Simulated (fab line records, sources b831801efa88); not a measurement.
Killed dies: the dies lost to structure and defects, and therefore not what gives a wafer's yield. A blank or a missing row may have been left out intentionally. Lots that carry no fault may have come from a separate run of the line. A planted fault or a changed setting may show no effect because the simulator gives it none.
The same fault as seen by 2 desks | flow gf180mcu | only its own numbers are on each desk; what lay behind them is given at the end

DESK OF THE TOOL OWNER: rie_diel-03
The tool's own readings at GF_POLY_GATE_ETCH_12 (etches BARC in N2/H2): means of the sampled wafers that have a number, for each lot that ran on this tool. If a lot's mean is further than 4 standard deviations from the usual mean, the lot is out of limits and carries the mark OUT (the distance appears in the brackets).
Columns: A = drypump_motor_current_A at GF_POLY_GATE_ETCH_12, usual 5.4 A; B = h2_flow_sccm at GF_POLY_GATE_ETCH_12, usual 200.0 sccm; C = n2_flow_sccm at GF_POLY_GATE_ETCH_12, usual 100.04 sccm; D = oes_product_au at GF_POLY_GATE_ETCH_12, usual 0.735 a.u.; E = rf_fwd_power_W at GF_POLY_GATE_ETCH_12, usual 496.0 W; F = throttle_valve_pct at GF_POLY_GATE_ETCH_12, usual 13.214 %
lot  | first seen here | A   | B     | C      | D     | E               | F
L740 | day 10 02:24    | 5.5 | 200.6 | 99.75  | 0.732 | 497.8           | 13.217
L742 | day 10 13:07    | 5.3 | 199.9 | 100.09 | 0.738 | 497.0           | 13.210
L743 | day 10 17:05    | 5.2 | 200.2 | 100.02 | 0.735 | 495.3           | 13.210
L746 | day 11 19:44    | 5.3 | 200.5 | 100.28 | 0.737 | 470.0 (-12) OUT | 13.217
L761 | day 15 12:53    | 5.6 | 199.9 | 100.11 | 0.733 | 497.6           | 13.208
This desk's verdict: out of limits on L746, starting with L746 at day 11 19:44 (rf_fwd_power_W at GF_POLY_GATE_ETCH_12). L740, L742, L743, L761 stayed within limits.

THE METROLOGY DESK
Lot by lot, what the gauges showed, no matter which tool ran the lot: averages of those sampled wafers that carry a number. If a lot's mean is further than 4 standard deviations from the usual mean, the lot is out of limits and carries the mark OUT (the distance appears in the brackets).
Columns: A = POLY_GATE_CVD_00_THK at GF_POLY_GATE_THK_MEAS_01, usual 200.2 nm; B = POLY_GATE_OXIDATION_THK at GF_POLY_GATE_THK_MEAS_17, usual 4.01 nm
lot  | first seen here | A     | B
L739 | day 9 07:49     | 199.8 | 3.94
L740 | day 9 09:13     | 196.3 | 3.98
L741 | day 9 17:52     | 200.8 | 3.88
L742 | day 9 20:08     | 199.3 | 3.94
L743 | day 9 23:07     | 197.8 | 4.01
L747 | day 10 21:20    | 202.9 | 3.97
L746 | day 11 01:07    | 199.3 | 4.01
L753 | day 12 08:47    | 200.5 | 4.01
L755 | day 13 04:01    | 200.1 | 4.08
L759 | day 14 05:46    | 200.8 | 3.99
L760 | day 14 10:55    | 199.3 | 4.07
L761 | day 14 15:40    | 201.0 | 4.04
L762 | day 14 22:25    | 200.4 | 3.99
This desk's verdict: no lot among the 13 shows anything out of limits.

PUT TOGETHER
On L746, at day 11 19:44, an alarm was possible from the tool owner's desk.
At the metrology desk, nothing out of limits was observed.
The metrology desk holds a record of L746, inside its limits.
Of the lots named, all ran GF_POLY_GATE_ETCH_12 on rie_diel-03.

WHAT HAD BEEN PUT IN BY THE SIMULATOR
rie_diel-03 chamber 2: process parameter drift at GF_POLY_GATE_ETCH_12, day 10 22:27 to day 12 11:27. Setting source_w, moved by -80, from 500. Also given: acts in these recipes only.
Lots struck among those shown: L746.
Each desk's first reading out of limits, in hours after the fault started: the tool owner's desk, 21.
